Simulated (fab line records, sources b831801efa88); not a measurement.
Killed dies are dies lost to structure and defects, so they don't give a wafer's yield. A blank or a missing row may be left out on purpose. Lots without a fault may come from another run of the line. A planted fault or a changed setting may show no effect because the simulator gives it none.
One fault seen from 2 desks | flow gf180mcu | each desk has only its own numbers; what lay behind them comes last

THE METROLOGY DESK
What the gauges read, lot by lot, whatever tool the lot ran on: means of the sampled wafers that have a number. A lot is out of limits, marked OUT, if its mean lies more than 4 standard deviations from the usual mean; the brackets give that distance.
Columns: A = POLY_GATE_OXIDATION_THK at GF_POLY_GATE_THK_MEAS_17, usual 4.02 nm; B = PSD_OVL at GF_PSD_OVL_MEAS_08, usual -0.4 nm
lot  | first seen here | A    | B
L613 | day 9 06:23     | 4.07 | -0.8
L614 | day 9 15:47     | 4.13 | 0.0
L616 | day 10 04:04    | 4.02 | 0.4
L622 | day 11 20:26    | 4.02 | -
L625 | day 12 13:21    | 3.99 | -0.0
L627 | day 13 05:56    | 4.03 | 0.7
L628 | day 13 14:30    | 4.01 | 0.0
L629 | day 13 18:49    | 4.02 | 0.1
L630 | day 14 07:46    | 4.02 | -0.7
L632 | day 14 21:10    | 4.00 | -0.3
L633 | day 15 05:04    | 3.99 | 1.1
L636 | day 16 03:37    | 3.96 | -0.8
L635 | day 16 06:55    | 3.96 | -1.2
This desk's finding: nothing out of limits on any of the 13 lots.

THE TOOL OWNER'S DESK: plasma_asher-02
The tool's own readings at GF_HV_LDD_STRIP_49 (strips in O2/N2): means of the sampled wafers that have a number, for each lot that ran on this tool. A lot is out of limits, marked OUT, if its mean lies more than 4 standard deviations from the usual mean; the brackets give that distance.
Columns: A = drypump_motor_current_A at GF_HV_LDD_STRIP_49, usual 5.5 A; B = heater_power_w at GF_HV_LDD_STRIP_49, usual 326 W; C = n2_flow_sccm at GF_HV_LDD_STRIP_49, usual 300.1 sccm; D = oes_product_au at GF_HV_LDD_STRIP_49, usual 0.716 a.u.; E = strip_time_to_endpoint_s at GF_HV_LDD_STRIP_49, usual 12.651 s
lot  | first seen here | A   | B   | C     | D               | E
L613 | day 12 08:05    | 5.7 | 317 | 299.9 | 0.716           | 12.619
L614 | day 12 17:44    | 6.2 | 306 | 299.7 | 0.718           | 12.628
L622 | day 15 06:29    | 6.2 | 304 | 300.9 | 0.930 (+46) OUT | -
L629 | day 17 09:47    | 6.2 | 302 | 299.8 | 0.715           | 12.684
L633 | day 19 01:57    | 6.1 | 309 | 300.2 | 0.715           | 12.629
This desk's finding: out of limits on L622; first on L622, day 15 06:29 (oes_product_au at GF_HV_LDD_STRIP_49). In limits: L613, L614, L629, L633.

PUT TOGETHER
The tool owner's desk could have raised an alarm at day 15 06:29, on L622.
The metrology desk saw nothing out of limits.
The metrology desk has L622 on record, within its limits.
Of the lots named, all ran GF_HV_LDD_STRIP_49 on plasma_asher-02.

WHAT THE SIMULATOR HAD PUT IN
Strip aborted: plasma_asher-02, from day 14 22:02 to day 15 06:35, at GF_HV_LDD_STRIP_49. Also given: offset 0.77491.
Lots struck among those shown: L622.
Hours from the fault's start to each desk's first reading out of limits: the tool owner's desk, 8.
